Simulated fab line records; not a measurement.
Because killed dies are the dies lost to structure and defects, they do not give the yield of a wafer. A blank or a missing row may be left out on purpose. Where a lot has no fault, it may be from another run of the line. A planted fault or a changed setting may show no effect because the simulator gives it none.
A single fault, viewed from 2 desks    flow sky130    only its own numbers are on each desk; what lay behind them is given at the end

AT THE METROLOGY DESK
What the gauges read, lot by lot, whatever tool the lot ran on: means of the sampled wafers that have a number. The brackets show how far a lot's mean lies from the usual mean; more than 4 standard deviations puts the lot out of limits, marked OUT.
Columns: A = VIA3_OVL at SKY_VIA3_OVL_MEAS_13, usual -1 nm
lot   first seen here  A
L301  day 39 14:56     -0
L302  day 39 19:31     0
L305  day 41 01:37     1
L307  day 41 07:05     0
L306  day 41 08:25     -0
L308  day 41 16:14     1
L309  day 42 12:53     -1
L314  day 43 14:13     -3
L315  day 43 20:07     -9
L317  day 44 04:14     -1
L319  day 44 22:14     2
L320  day 45 09:49     2
L323  day 45 16:23     8
This desk's finding: nothing out of limits on any of the 13 lots.

AT THE TOOL OWNER'S DESK: pvd_sputter-04
The tool's own readings at SKY_METAL4_SPUTTER_00 (material Ti, target thk 15 nm, time 10 s): means of the sampled wafers that have a number, for each lot that ran on this tool. The brackets show how far a lot's mean lies from the usual mean; more than 4 standard deviations puts the lot out of limits, marked OUT.
Columns: A = chamber_pressure_pa at SKY_METAL4_SPUTTER_00, usual 0.3999 Pa; B = throttle_valve_pct at SKY_METAL4_SPUTTER_00, usual 29.9 %
lot   first seen here  A                 B
L302  day 39 20:56     0.4001            29.3
L305  day 41 03:03     0.4004            30.0
L307  day 41 08:38     0.3999            29.7
L306  day 41 09:56     0.4002            29.9
L308  day 41 17:44     0.3866 (-18) OUT  28.9
This desk's finding: out of limits on L308; first on L308, day 41 17:44 (chamber_pressure_pa at SKY_METAL4_SPUTTER_00). Within limits: L302, L305, L307, L306.

TAKEN TOGETHER
An alarm could have come from the tool owner's desk at day 41 17:44, on L308.
From the metrology desk's view, nothing was out of limits.
The metrology desk has L308 on record, within its limits.
Every lot named ran SKY_METAL4_SPUTTER_00 on pvd_sputter-04.

WHAT THE SIMULATOR PUT IN
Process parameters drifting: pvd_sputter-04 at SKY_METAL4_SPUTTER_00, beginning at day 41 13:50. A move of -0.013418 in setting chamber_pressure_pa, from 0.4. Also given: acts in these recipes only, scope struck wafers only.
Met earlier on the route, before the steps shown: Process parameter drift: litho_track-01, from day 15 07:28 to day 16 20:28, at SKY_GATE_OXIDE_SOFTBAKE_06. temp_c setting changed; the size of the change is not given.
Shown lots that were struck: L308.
Each desk's first reading out of limits, in hours after the fault started: the tool owner's desk, 4.
